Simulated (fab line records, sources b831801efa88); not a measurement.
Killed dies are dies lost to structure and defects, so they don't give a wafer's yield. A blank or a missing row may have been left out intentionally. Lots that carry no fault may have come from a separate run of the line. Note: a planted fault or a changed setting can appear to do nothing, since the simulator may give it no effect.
fab line records	flow sky130
[record] lots = 11	wafers = 33	lastDay = 50
route steps=708 shown POLY_CUT@315 SD_P@328 RES_XHIGH@341 SD_N@351 PAD_OPEN@708
lots with no fault: from the same line, run without faults
startH: the number of hours between the record's first day and the start of the first shown wafer of the lot	waitH: hours since the lot's step before	" the same as in the row above	L1.1+2: several wafers, shown together as one row	- value missing, or start not given	* or withheld: withheld	< > ~ a bound
route shown NAME@n: NAME is a module with steps in the file, n the number in the route of the first one	usual: average and standard deviation across the fault-free wafers	same: alike in all rows	chamber/n: place in a boat	sites: readings site by site	_std_site: how widely they spread, as a standard deviation	_edge_site: mean of outer sites minus mean of inner sites	radiusMm: how far each site lies from the wafer's centre	mask NAME#n: copy n	behind: the last tool/chamber to shape the wafer	hold: what put the lot on hold/how long, in hours/how the hold closed	device: the transistor (n, p or np) that didn't switch	end of line: tests run on the same wafers once the route is complete	a step with no rows: only its recipe	killed: count of dies lost to structure and defects at first sort (not the wafer's yield)	map: a wafer's dies, marking killed ones x, the rest . and places with no die _
set.NAME: the setting the step ran with; set.NAME@STEP: the setting that earlier step ran with	model.NAME: the simulator's own value behind a step, which no gauge read
a sample of lots followed through the steps of the route, with each step as a table and each wafer as a row
services: from which hour (startH, from the record's first day; less than 0 if before it) a tool's chamber was out of use, for how many hours, and why
[[steps]]
[step SKY_POLY_CUT_CD_MEAS_08]
[recipe] targetCdNm = 270
[usual] cdNm = 269.9/1.5
lot.wafer	tool	chamber	startH	waitH	cdNm
L860.1	cdSem-01	-	555.89	-	272.2
L860.2	"	-	"	"	271.2
L860.5	"	-	"	"	270.6
L866.1	cdSem-01	-	614.24	-	269.8
L866.2	"	-	"	"	271.1
L866.4	"	-	"	"	268.8
L867.4	cdSem-02	-	622.80	-	264.2
L867.5	"	-	"	"	266.3
L867.6	"	-	"	"	266.7
L868.1	cdSem-01	-	626.59	-	271.2
L868.2	"	-	"	"	270.1
L868.6	"	-	"	"	270.5
L873.2	cdSem-02	-	665.94	-	269.6
L873.3	"	-	"	"	268.4
L873.5	"	-	"	"	268.1
L875.2	cdSem-01	-	686.78	-	269.9
L875.3	"	-	"	"	270.4
L875.4	"	-	"	"	270.2
L876.2	cdSem-01	-	698.68	-	271.3
L876.4	"	-	"	"	268.9
L876.6	"	-	"	"	269.4
L877.1	cdSem-02	-	700.09	-	272.1
L877.3	"	-	"	"	269.0
L877.4	"	-	"	"	270.4
L881.2	cdSem-02	-	735.93	-	270.0
L881.3	"	-	"	"	269.2
L881.4	"	-	"	"	269.9
L882.1	cdSem-02	-	740.96	-	270.8
L882.2	"	-	"	"	270.4
L882.4	"	-	"	"	269.4
L883.1	cdSem-02	-	754.99	-	269.7
L883.4	"	-	"	"	269.9
L883.6	"	-	"	"	270.6
[step SKY_SD_P_OVL_MEAS_08]
[usual] SD_P_OVL = 0.7/1.3
lot.wafer	tool	chamber	startH	waitH	SD_P_OVL[nm]
L860.1	overlay-01	-	585.79	0.1	-0.8
L860.2	"	-	"	"	-2.2
L860.5	"	-	"	"	-0.4
L866.1	overlay-01	-	643.33	0.1	-1.1
L866.2	"	-	"	"	1.4
L866.4	"	-	"	"	-2.0
L867.4	overlay-02	-	652.00	0.1	2.9
L867.5	"	-	"	"	3.2
L867.6	"	-	"	"	1.9
L868.1	overlay-01	-	655.09	0.1	1.1
L868.2	"	-	"	"	1.8
L868.6	"	-	"	"	1.5
L873.2	overlay-01	-	694.70	0.1	0.4
L873.3	"	-	"	"	-0.1
L873.5	"	-	"	"	1.5
L875.2	overlay-01	-	715.09	0.1	0.4
L875.3	"	-	"	"	0.8
L875.4	"	-	"	"	-1.0
L876.2	overlay-02	-	726.74	0.1	3.3
L876.4	"	-	"	"	3.7
L876.6	"	-	"	"	3.2
L877.1	overlay-01	-	728.49	0.1	-1.6
L877.3	"	-	"	"	-1.0
L877.4	"	-	"	"	-0.3
L881.2	overlay-01	-	763.24	0.1	1.1
L881.3	"	-	"	"	3.0
L881.4	"	-	"	"	0.9
L882.1	overlay-02	-	768.59	0.1	0.9
L882.2	"	-	"	"	0.1
L882.4	"	-	"	"	-1.0
L883.1	overlay-01	-	782.33	0.1	1.5
L883.4	"	-	"	"	1.0
L883.6	"	-	"	"	0.6
[step SKY_RES_XHIGH_TW_MEAS_09]
[usual] RES_XHIGH_TW = 1642/23
lot.wafer	tool	chamber	startH	waitH	RES_XHIGH_TW
L860.1	filmMetro-04	-	615.26	0.1	1668
L860.2	"	-	"	"	1681
L860.5	"	-	"	"	1686
L866.1	filmMetro-04	-	672.98	0.1	1666
L866.2	"	-	"	"	1661
L866.4	"	-	"	"	1666
L867.4	filmMetro-02	-	680.81	0.1	1613
L867.5	"	-	"	"	1611
L867.6	"	-	"	"	1610
L868.1	filmMetro-02	-	683.36	0.1	1602
L868.2	"	-	"	"	1609
L868.6	"	-	"	"	1616
L873.2	filmMetro-01	-	722.65	0.1	1641
L873.3	"	-	"	"	1637
L873.5	"	-	"	"	1644
L875.2	filmMetro-01	-	743.50	0.1	1635
L875.3	"	-	"	"	1644
L875.4	"	-	"	"	1631
L876.2	filmMetro-01	-	753.99	0.1	1627
L876.4	"	-	"	"	1639
L876.6	"	-	"	"	1637
L877.1	filmMetro-04	-	756.51	0.1	1674
L877.3	"	-	"	"	1681
L877.4	"	-	"	"	1680
L881.2	filmMetro-02	-	789.24	0.1	1615
L881.3	"	-	"	"	1612
L881.4	"	-	"	"	1616
L882.1	filmMetro-01	-	795.04	0.1	1663
L882.2	"	-	"	"	1653
L882.4	"	-	"	"	1646
L883.1	filmMetro-02	-	808.88	0.1	1606
L883.4	"	-	"	"	1615
L883.6	"	-	"	"	1609
[step SKY_SD_N_IMPLANT_09]
[recipe] species = As	energyKev = 50	doseCm2 = 4e+15	tiltDeg = 0
[usual] beamEnergyKeV = 50.001/0.015	beamOnS = 16.1/0.94	endStationPressureTorr = 1.48e-05/1e-06	faradayCurrentUA = 13564/770
lot.wafer	tool	chamber	startH	waitH	beamEnergyKeV	beamOnS	endStationPressureTorr	faradayCurrentUA
L860.1	implanter-02	0	644.28	0.0	50.003	14.6	1.55e-05	14863
L860.2	"	0	"	"	49.986	15.2	1.58e-05	14354
L860.5	"	0	"	"	49.992	14.9	1.72e-05	14551
L866.1	implanter-01	0	701.14	0.0	50.000	16.2	1.39e-05	13453
L866.2	"	0	"	"	50.003	16.6	1.43e-05	13093
L866.4	"	0	"	"	49.989	16.4	1.43e-05	13342
L867.4	implanter-03	0	708.90	0.1	49.981	16.7	1.4e-05	13144
L867.5	"	0	"	"	50.003	16.9	1.37e-05	12884
L867.6	"	0	"	"	50.000	17.3	1.3e-05	12691
L868.1	implanter-03	0	711.78	0.0	50.007	16.6	1.49e-05	13186
L868.2	"	0	"	"	50.005	17.0	1.42e-05	12885
L868.6	"	0	"	"	50.014	17.5	1.27e-05	12524
L873.2	implanter-01	0	749.90	0.0	50.000	19.2	5.69e-05	11605
L873.3	"	0	"	"	50.005	18.7	5.39e-05	11960
L873.5	"	0	"	"	49.986	18.9	4.97e-05	11780
L875.2	implanter-01	0	770.92	0.0	49.983	19.8	5.44e-05	11292
L875.3	"	0	"	"	50.003	19.6	5.48e-05	11426
L875.4	"	0	"	"	50.003	19.3	5.59e-05	11558
L876.2	implanter-02	0	781.37	0.0	49.999	14.7	1.58e-05	14775
L876.4	"	0	"	"	50.025	15.0	1.5e-05	14524
L876.6	"	0	"	"	50.008	15.2	1.57e-05	14279
L877.1	implanter-03	0	783.99	0.0	50.004	18.0	1.48e-05	12075
L877.3	"	0	"	"	50.005	17.5	1.34e-05	12491
L877.4	"	0	"	"	50.002	17.2	1.39e-05	12726
L881.2	implanter-03	0	816.41	0.0	49.999	17.3	1.44e-05	12612
L881.3	"	0	"	"	50.014	16.9	1.4e-05	13006
L881.4	"	0	"	"	50.009	16.9	1.4e-05	12985
L882.1	implanter-02	0	820.90	0.0	50.019	15.5	1.6e-05	14121
L882.2	"	0	"	"	49.981	14.9	1.48e-05	14529
L882.4	"	0	"	"	49.995	15.4	1.64e-05	14075
L883.1	implanter-02	0	835.69	0.0	50.009	14.9	1.76e-05	14575
L883.4	"	0	"	"	49.989	14.9	1.53e-05	14617
L883.6	"	0	"	"	50.014	15.1	1.58e-05	14340
[step SKY_SD_N_STRIP_11]
[recipe] chemistry = O2/N2	powerW = 1400	pressureMtorr = 1500	platenTempC = withheld	o2FlowSccm = 3000	n2FlowSccm = 300	overashFraction = 0.5
[usual] chamberPressureMTorr = 1500.0/1.3	drypumpMotorCurrentA = 5.8/0.51	oesProductAu = 0.528/0.0043	stripTimeToEndpointS = 22.55/0.045
lot.wafer	tool	chamber	startH	waitH	chamberPressureMTorr	drypumpMotorCurrentA	oesProductAu	rfHoursCounterH	stripTimeToEndpointS
L860.1	plasmaAsher-01	1	644.58	0.1	1497.8	5.7	0.528	92	22.59
L860.2	"	0	"	"	1501.1	5.7	0.524	92	22.57
L860.5	"	1	"	"	1501.4	5.7	0.520	-	22.59
L866.1	plasmaAsher-01	1	701.44	0.1	1495.0	5.6	0.525	97	22.56
L866.2	"	0	"	"	1499.5	5.6	0.536	97	22.54
L866.4	"	1	"	"	1501.2	5.6	0.523	-	22.58
L867.4	plasmaAsher-03	1	709.16	0.1	1498.8	5.7	0.527	-	22.55
L867.5	"	1	"	"	1499.8	5.7	0.534	-	22.57
L867.6	"	0	"	"	1499.5	6.1	0.528	-	22.55
L868.1	plasmaAsher-01	0	712.08	0.1	1498.8	5.6	0.520	99	22.55
L868.2	"	1	"	"	1500.8	5.7	0.532	99	22.53
L868.6	"	1	"	"	1501.1	5.7	0.527	-	22.57
L873.2	plasmaAsher-03	0	750.18	0.1	1499.0	6.2	0.514	63	23.04
L873.3	"	0	"	"	1500.7	6.2	0.520	-	23.05
L873.5	"	1	"	"	1498.5	5.7	0.522	-	23.05
L875.2	plasmaAsher-01	0	771.19	0.1	1498.9	5.6	0.526	3	23.01
L875.3	"	1	"	"	1500.3	5.7	0.521	-	23.05
L875.4	"	0	"	"	1500.3	5.7	0.528	-	23.06
L876.2	plasmaAsher-02	1	781.64	0.1	1501.4	5.1	0.532	96	22.52
L876.4	"	1	"	"	1500.5	5.1	0.526	-	22.46
L876.6	"	0	"	"	1500.2	6.6	0.532	-	22.45
L877.1	plasmaAsher-02	1	784.29	0.1	1498.4	5.1	0.522	96	22.52
L877.3	"	1	"	"	1499.5	5.1	0.525	-	22.53
L877.4	"	0	"	"	1501.2	6.6	0.529	-	22.57
L881.2	plasmaAsher-02	1	816.68	0.1	1498.6	5.1	0.527	99	22.49
L881.3	"	0	"	"	1498.6	6.7	0.524	-	22.48
L881.4	"	1	"	"	1499.6	5.1	0.529	-	22.50
L882.1	plasmaAsher-02	0	821.20	0.1	1499.6	6.6	0.524	100	22.51
L882.2	"	1	"	"	1500.0	5.1	0.532	100	22.52
L882.4	"	1	"	"	1499.6	5.1	0.531	-	22.56
L883.1	plasmaAsher-03	1	835.99	0.1	1499.1	5.7	0.537	71	22.47
L883.4	"	0	"	"	1501.3	6.2	0.531	-	22.55
L883.6	"	0	"	"	1498.7	6.2	0.530	-	22.51
[step SKY_SD_N_RS_MEAS_16]
[recipe] thkMeasGauge = four-point-probe
[usual] SD_N_RS = 68.55/0.11
lot.wafer	tool	chamber	startH	waitH	hold	SD_N_RS[ohm/sq]
L860.1	filmMetro-02	-	644.96	0.1	-	68.39
L860.2	"	-	"	"	-	68.50
L860.5	"	-	"	"	-	68.59
L866.1	filmMetro-02	-	701.83	0.1	-	68.54
L866.2	"	-	"	"	-	68.53
L866.4	"	-	"	"	-	68.71
L867.4	filmMetro-01	-	709.57	0.1	-	68.71
L867.5	"	-	"	"	-	68.64
L867.6	"	-	"	"	-	68.60
L868.1	filmMetro-02	-	712.47	0.1	-	68.57
L868.2	"	-	"	"	-	68.59
L868.6	"	-	"	"	-	68.55
L873.2	filmMetro-02	-	750.59	0.1	awaitDispo/0.2h/release	67.51
L873.3	"	-	"	"	awaitDispo/0.2h/release	67.52
L873.5	"	-	"	"	awaitDispo/0.2h/release	67.57
L873.2	filmMetro-02	-	750.95	0.3	-	67.37
L873.3	"	-	"	"	-	67.40
L873.5	"	-	"	"	-	67.54
L875.2	filmMetro-01	-	771.60	0.1	awaitDispo/0.2h/release	67.55
L875.3	"	-	"	"	awaitDispo/0.2h/release	67.58
L875.4	"	-	"	"	awaitDispo/0.2h/release	67.63
L875.2	filmMetro-01	-	771.96	0.3	-	67.44
L875.3	"	-	"	"	-	67.54
L875.4	"	-	"	"	-	67.42
L876.2	filmMetro-01	-	782.06	0.1	-	68.52
L876.4	"	-	"	"	-	68.58
L876.6	"	-	"	"	-	68.67
L877.1	filmMetro-04	-	784.67	0.1	-	68.67
L877.3	"	-	"	"	-	68.38
L877.4	"	-	"	"	-	68.68
L881.2	filmMetro-02	-	817.09	0.1	-	68.43
L881.3	"	-	"	"	-	68.46
L881.4	"	-	"	"	-	68.42
L882.1	filmMetro-04	-	821.58	0.1	-	68.55
L882.2	"	-	"	"	-	68.56
L882.4	"	-	"	"	-	68.59
L883.1	filmMetro-02	-	836.48	0.1	-	68.41
L883.4	"	-	"	"	-	68.47
L883.6	"	-	"	"	-	68.62
[step SKY_PAD_OPEN_PROBE_99]
[usual] killed_at_M0_to_M3 = 43/7.3	killed_at_M4_up = 3.1/1.7	killedAtContacts = 25/5.3	killedAtFrontEnd = 14/4.1	killedAtOther = 0.3/0.56	killedDies = 85/9.4	killedOpen = 46/7.4	killedShort = 38/5.8
[same] grossDies = 492	killedAtBackSide = 0
lot.wafer	tool	chamber	startH	waitH	killed_at_M0_to_M3	killed_at_M4_up	killedAtContacts	killedAtFrontEnd	killedAtOther	killedDies	killedOpen	killedShort
L860.1	prober-02	-	1076.63	0.1	41	2	24	20	1	88	50	37
L860.2	prober-02	-	1076.68	0.1	40	4	24	11	1	80	46	33
L860.5	prober-02	-	1076.83	0.2	33	5	24	13	2	77	49	27
L866.1	prober-01	-	1118.15	0.1	50	2	20	12	0	84	46	38
L866.2	prober-01	-	1118.20	0.1	42	0	25	12	1	80	48	32
L866.4	prober-01	-	1118.30	0.2	40	2	26	8	1	77	43	33
L867.4	prober-02	-	1121.90	0.2	42	1	22	16	0	81	40	39
L867.5	prober-02	-	1121.95	0.2	54	3	20	15	1	93	50	39
L867.6	prober-02	-	1122.00	0.2	43	2	23	11	2	81	33	46
L868.1	prober-01	-	1124.19	0.1	31	3	26	16	2	78	38	39
L868.2	prober-01	-	1124.24	0.1	40	1	29	23	0	93	44	49
L868.6	prober-01	-	1124.44	0.2	42	7	28	21	0	98	47	51
L873.2	prober-02	-	1150.94	0.1	43	4	31	20	2	100	48	52
L873.3	prober-02	-	1150.99	0.2	34	1	18	9	0	62	35	27
L873.5	prober-02	-	1151.09	0.2	52	4	18	15	0	89	42	47
L875.2	prober-02	-	1163.20	0.1	54	6	26	17	0	103	58	45
L875.3	prober-02	-	1163.25	0.2	52	1	19	10	0	82	55	26
L875.4	prober-02	-	1163.30	0.2	51	4	21	18	0	94	43	50
L876.2	prober-01	-	1169.36	0.1	37	0	28	10	0	75	40	35
L876.4	prober-01	-	1169.46	0.2	46	4	20	12	0	82	49	33
L876.6	prober-01	-	1169.56	0.2	43	3	22	18	0	86	49	37
L877.1	prober-02	-	1175.75	0.1	43	2	34	9	0	88	51	37
L877.3	prober-02	-	1175.85	0.2	37	2	35	10	0	84	40	44
L877.4	prober-02	-	1175.90	0.2	43	4	26	16	0	89	43	46
L881.2	prober-01	-	1195.69	0.1	36	5	23	10	0	74	43	31
L881.3	prober-01	-	1195.74	0.2	46	2	24	12	0	84	41	43
L881.4	prober-01	-	1195.79	0.2	43	1	20	14	0	78	50	28
L882.1	prober-02	-	1197.14	0.1	36	4	18	10	0	68	33	35
L882.2	prober-02	-	1197.19	0.1	36	4	28	19	0	87	48	37
L882.4	prober-02	-	1197.29	0.2	33	3	31	11	0	78	45	33
L883.1	prober-01	-	1204.69	0.1	58	2	21	12	0	93	51	42
L883.4	prober-01	-	1204.84	0.2	50	2	17	13	0	82	37	45
L883.6	prober-01	-	1204.94	0.2	39	3	29	12	0	83	45	38
// killed by level:class
L860.1 LI_CONTACT:geometricParticle:open=8 VIA1:geometricParticle:open=8 FIELD_ISO:geometricParticle:open=7 CONTACT:geometricParticle:open=7 METAL2:geometricParticle:short=7 VIA3:geometricParticle:open=7 METAL1:geometricParticle:short=6 CONTACT:geometricParticle:short=5
L860.2 CONTACT:geometricParticle:open=17 METAL2:geometricParticle:short=8 VIA1:geometricParticle:open=7 METAL1:geometricParticle:short=5 VIA2:geometricParticle:open=5 VIA3:geometricParticle:open=4 POLY_GATE:geometricParticle:short=3 LOCAL_INTERCONNECT:geometricParticle:short=3
L860.5 LI_CONTACT:geometricParticle:open=10 VIA1:geometricParticle:open=10 CONTACT:geometricParticle:open=9 FIELD_ISO:geometricParticle:short=5 VIA3:geometricParticle:open=5 CONTACT:geometricParticle:short=4 POLY_GATE:geometricParticle:open=3 METAL1:geometricParticle:open=3
L866.1 VIA1:geometricParticle:open=16 METAL1:geometricParticle:short=8 CONTACT:geometricParticle:open=7 VIA3:geometricParticle:short=6 CONTACT:geometricParticle:short=5 VIA1:geometricParticle:short=5 LI_CONTACT:geometricParticle:open=4 VIA2:geometricParticle:open=4
L866.2 CONTACT:geometricParticle:open=11 VIA1:geometricParticle:open=11 VIA2:geometricParticle:open=8 LI_CONTACT:geometricParticle:open=6 VIA3:geometricParticle:short=6 METAL1:geometricParticle:short=4 POLY_GATE:geometricParticle:open=3 POLY_GATE:geometricParticle:short=3
L866.4 CONTACT:geometricParticle:open=11 LI_CONTACT:geometricParticle:open=9 VIA1:geometricParticle:open=8 METAL2:geometricParticle:short=8 VIA2:geometricParticle:open=7 VIA1:geometricParticle:short=5 METAL1:geometricParticle:short=4 LI_CONTACT:geometricParticle:short=3
L867.4 VIA1:geometricParticle:open=13 POLY_GATE:geometricParticle:short=6 LI_CONTACT:geometricParticle:open=6 METAL1:geometricParticle:short=6 VIA3:geometricParticle:short=6 CONTACT:geometricParticle:short=5 CONTACT:geometricParticle:open=5 VIA3:geometricParticle:open=5
L867.5 VIA1:geometricParticle:open=12 VIA3:geometricParticle:open=10 METAL1:geometricParticle:short=8 CONTACT:geometricParticle:open=6 LI_CONTACT:geometricParticle:open=5 VIA2:geometricParticle:open=5 METAL2:geometricParticle:short=5 FIELD_ISO:geometricParticle:short=4
L867.6 VIA1:geometricParticle:open=9 VIA1:geometricParticle:short=7 LI_CONTACT:geometricParticle:open=6 VIA3:geometricParticle:short=6 CONTACT:geometricParticle:short=5 VIA3:geometricParticle:open=5 FIELD_ISO:geometricParticle:short=4 LI_CONTACT:geometricParticle:short=4
L868.1 CONTACT:geometricParticle:open=10 METAL2:geometricParticle:short=6 FIELD_ISO:geometricParticle:short=5 CONTACT:geometricParticle:short=5 VIA2:geometricParticle:open=5 VIA3:geometricParticle:open=5 POLY_GATE:geometricParticle:short=4 LI_CONTACT:geometricParticle:open=4
L868.2 METAL2:geometricParticle:short=10 CONTACT:geometricParticle:short=8 LI_CONTACT:geometricParticle:open=7 CONTACT:geometricParticle:open=7 FIELD_ISO:geometricParticle:short=6 VIA1:geometricParticle:open=6 VIA2:geometricParticle:open=6 POLY_GATE:geometricParticle:short=5
L868.6 CONTACT:geometricParticle:open=12 METAL2:geometricParticle:short=9 VIA1:geometricParticle:open=9 POLY_GATE:geometricParticle:short=8 LI_CONTACT:geometricParticle:short=7 METAL1:geometricParticle:short=6 METAL4:geometricParticle:short=5 VIA3:geometricParticle:open=5
L873.2 VIA2:geometricParticle:open=9 CONTACT:geometricParticle:open=9 VIA1:geometricParticle:open=9 METAL1:geometricParticle:short=7 CONTACT:geometricParticle:short=7 FIELD_ISO:geometricParticle:short=6 LI_CONTACT:geometricParticle:open=6 METAL2:geometricParticle:short=5
L873.3 VIA1:geometricParticle:open=8 CONTACT:geometricParticle:open=7 VIA3:geometricParticle:open=6 METAL2:geometricParticle:short=6 LOCAL_INTERCONNECT:geometricParticle:short=5 FIELD_ISO:geometricParticle:open=4 CONTACT:geometricParticle:short=4 VIA1:geometricParticle:short=3
L873.5 VIA1:geometricParticle:open=14 METAL1:geometricParticle:short=8 POLY_GATE:geometricParticle:short=6 CONTACT:geometricParticle:open=6 VIA1:geometricParticle:short=6 CONTACT:geometricParticle:short=5 VIA3:geometricParticle:open=5 METAL3:geometricParticle:short=4
L875.2 VIA1:geometricParticle:open=12 VIA2:geometricParticle:open=12 CONTACT:geometricParticle:open=9 VIA1:geometricParticle:short=8 POLY_GATE:geometricParticle:open=6 POLY_GATE:geometricParticle:short=5 LI_CONTACT:geometricParticle:open=5 METAL4:geometricParticle:short=5
L875.3 VIA1:geometricParticle:open=19 VIA2:geometricParticle:open=11 CONTACT:geometricParticle:open=7 VIA3:geometricParticle:open=6 POLY_GATE:geometricParticle:short=4 LI_CONTACT:geometricParticle:short=4 METAL1:geometricParticle:short=3 METAL2:geometricParticle:short=3
L875.4 VIA1:geometricParticle:short=14 CONTACT:geometricParticle:open=8 POLY_GATE:geometricParticle:short=8 VIA1:geometricParticle:open=8 METAL1:geometricParticle:short=6 METAL2:geometricParticle:short=6 POLY_GATE:geometricParticle:open=5 LI_CONTACT:geometricParticle:open=5
L876.2 CONTACT:geometricParticle:open=12 VIA1:geometricParticle:open=10 FIELD_ISO:geometricParticle:short=5 LI_CONTACT:geometricParticle:open=5 METAL1:geometricParticle:short=5 VIA3:geometricParticle:short=5 CONTACT:geometricParticle:short=4 VIA2:geometricParticle:open=4
L876.4 VIA1:geometricParticle:open=11 VIA2:geometricParticle:open=9 CONTACT:geometricParticle:short=6 CONTACT:geometricParticle:open=6 LI_CONTACT:geometricParticle:open=5 FIELD_ISO:geometricParticle:open=4 METAL2:geometricParticle:short=4 METAL1:geometricParticle:short=4
L876.6 VIA1:geometricParticle:open=11 CONTACT:geometricParticle:open=7 FIELD_ISO:geometricParticle:short=6 FIELD_ISO:geometricParticle:open=6 METAL2:geometricParticle:short=6 VIA3:geometricParticle:open=6 VIA2:geometricParticle:open=6 LI_CONTACT:geometricParticle:open=4
L877.1 CONTACT:geometricParticle:open=13 VIA2:geometricParticle:open=10 LI_CONTACT:geometricParticle:open=9 VIA1:geometricParticle:open=6 LI_CONTACT:geometricParticle:short=5 METAL2:geometricParticle:short=5 VIA3:geometricParticle:open=5 FIELD_ISO:geometricParticle:open=4
L877.3 CONTACT:geometricParticle:open=12 LI_CONTACT:geometricParticle:short=7 VIA2:geometricParticle:open=7 CONTACT:geometricParticle:short=6 METAL1:geometricParticle:short=6 VIA1:geometricParticle:short=6 LOCAL_INTERCONNECT:geometricParticle:short=5 LI_CONTACT:geometricParticle:open=4
L877.4 LI_CONTACT:geometricParticle:open=10 CONTACT:geometricParticle:open=9 VIA2:geometricParticle:open=9 METAL1:geometricParticle:short=8 METAL2:geometricParticle:short=6 FIELD_ISO:geometricParticle:short=5 VIA1:geometricParticle:open=5 LI_CONTACT:geometricParticle:short=4
L881.2 CONTACT:geometricParticle:open=8 VIA2:geometricParticle:open=8 LI_CONTACT:geometricParticle:open=5 METAL4:geometricParticle:short=5 LOCAL_INTERCONNECT:geometricParticle:short=4 CONTACT:geometricParticle:short=4 METAL1:geometricParticle:open=4 VIA1:geometricParticle:open=4
L881.3 METAL2:geometricParticle:short=11 CONTACT:geometricParticle:open=10 METAL1:geometricParticle:short=7 LOCAL_INTERCONNECT:geometricParticle:short=6 VIA1:geometricParticle:open=6 VIA1:geometricParticle:short=5 VIA3:geometricParticle:open=5 FIELD_ISO:geometricParticle:open=4
L881.4 CONTACT:geometricParticle:open=10 VIA1:geometricParticle:open=9 FIELD_ISO:geometricParticle:open=6 VIA3:geometricParticle:open=6 METAL2:geometricParticle:open=5 VIA2:geometricParticle:open=5 CONTACT:geometricParticle:short=4 VIA1:geometricParticle:short=4
L882.1 CONTACT:geometricParticle:short=7 VIA1:geometricParticle:open=7 VIA3:geometricParticle:open=7 CONTACT:geometricParticle:open=5 METAL1:geometricParticle:short=4 METAL4:geometricParticle:short=4 FIELD_ISO:geometricParticle:open=3 SPACER:geometricParticle:short=3
L882.2 CONTACT:geometricParticle:open=11 VIA1:geometricParticle:open=9 FIELD_ISO:geometricParticle:short=7 VIA2:geometricParticle:open=6 VIA3:geometricParticle:open=6 FIELD_ISO:geometricParticle:open=5 CONTACT:geometricParticle:short=5 LI_CONTACT:geometricParticle:open=5
L882.4 CONTACT:geometricParticle:open=11 LI_CONTACT:geometricParticle:open=8 VIA1:geometricParticle:open=7 CONTACT:geometricParticle:short=6 METAL2:geometricParticle:short=5 METAL3:geometricParticle:short=5 VIA3:geometricParticle:open=5 VIA2:geometricParticle:open=4
L883.1 VIA1:geometricParticle:open=13 VIA3:geometricParticle:open=12 CONTACT:geometricParticle:open=9 VIA1:geometricParticle:short=8 LI_CONTACT:geometricParticle:open=6 METAL1:geometricParticle:short=6 VIA2:geometricParticle:short=6 METAL2:geometricParticle:short=6
L883.4 VIA1:geometricParticle:open=11 METAL2:geometricParticle:short=10 LOCAL_INTERCONNECT:geometricParticle:short=7 METAL1:geometricParticle:short=7 CONTACT:geometricParticle:open=6 VIA1:geometricParticle:short=6 VIA3:geometricParticle:open=5 VIA2:geometricParticle:open=4
L883.6 VIA1:geometricParticle:open=11 CONTACT:geometricParticle:open=8 METAL1:geometricParticle:short=8 LI_CONTACT:geometricParticle:short=7 LI_CONTACT:geometricParticle:open=7 CONTACT:geometricParticle:short=5 METAL1:geometricParticle:open=4 VIA1:geometricParticle:short=4
[[services]]
tool	chamber	startH	hours	kind
plasmaAsher-02	-	625.77	25.5	repair
implanter-02	-	635.15	2.2	repair
plasmaAsher-01	-	658.80	6.4	repair
implanter-01	-	681.24	3.6	pm
implanter-01	-	686.05	5.8	repair
plasmaAsher-02	-	691.11	3.1	repair
plasmaAsher-02	-	711.83	2.7	repair
plasmaAsher-01	-	733.75	9.0	pm
plasmaAsher-01	0	733.75	9.0	ventCycle
plasmaAsher-01	1	733.75	9.0	ventCycle
plasmaAsher-01	0	742.75	-	clean
plasmaAsher-01	1	742.75	-	clean
plasmaAsher-03	-	753.02	3.6	repair
implanter-03	-	768.68	4.4	pm
plasmaAsher-02	-	772.49	0.9	repair
implanter-03	-	775.99	1.4	repair
implanter-03	-	790.59	1.2	repair
plasmaAsher-01	-	826.62	1.2	repair
plasmaAsher-01	-	833.17	0.3	repair
[[key]]
[firstSign] step = SKY_SD_N_IMPLANT_09	reading = endStationPressureTorr	direction = up	sigmas = 38	usual = 1.48e-05	struck = 5.43e-05
[effect] step = SKY_SD_N_IMPLANT_09	reading = beamOnS	direction = up	sigmas = 3.3	usual = 16.1	struck = 19.2
[effect] step = SKY_SD_N_STRIP_11	reading = stripTimeToEndpointS	direction = up	sigmas = 11	usual = *	struck = *
[effect] step = SKY_SD_N_RS_MEAS_16	reading = visit	direction = added
[effect] step = SKY_SD_N_RS_MEAS_16	reading = SD_N_RS	direction = down	sigmas = 8.7	usual = 68.55	struck = 67.56
metAt SKY_SD_N_IMPLANT_09
struckLots L873,L875
testerLeftOut L873,L875
notActingAt SKY_POLY_CUT_CD_MEAS_08,SKY_SD_P_OVL_MEAS_08,SKY_RES_XHIGH_TW_MEAS_09
onsetBetween 701.14 749.90
[fault] kind = processParameterDrift	tool = implanter-01	chamber = -	onsetH = 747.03	steps = SKY_SD_N_IMPLANT_09	channel = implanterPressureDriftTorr	offset = 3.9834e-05	shape = step	endH = 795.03
[fault] kind = processParameterDrift	tool = implanter-01	chamber = -	onsetH = 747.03	steps = SKY_SD_N_IMPLANT_09	channel = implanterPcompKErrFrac	offset = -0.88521	shape = step	endH = 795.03
// testerLeftOut: of these lots the tester's yield and bins aren't shown, on N5 and GAA mostly nor the transistor test; their killed dies are dies lost to structure and defects alone, not to doping, threshold or leakage, so they don't give the yield
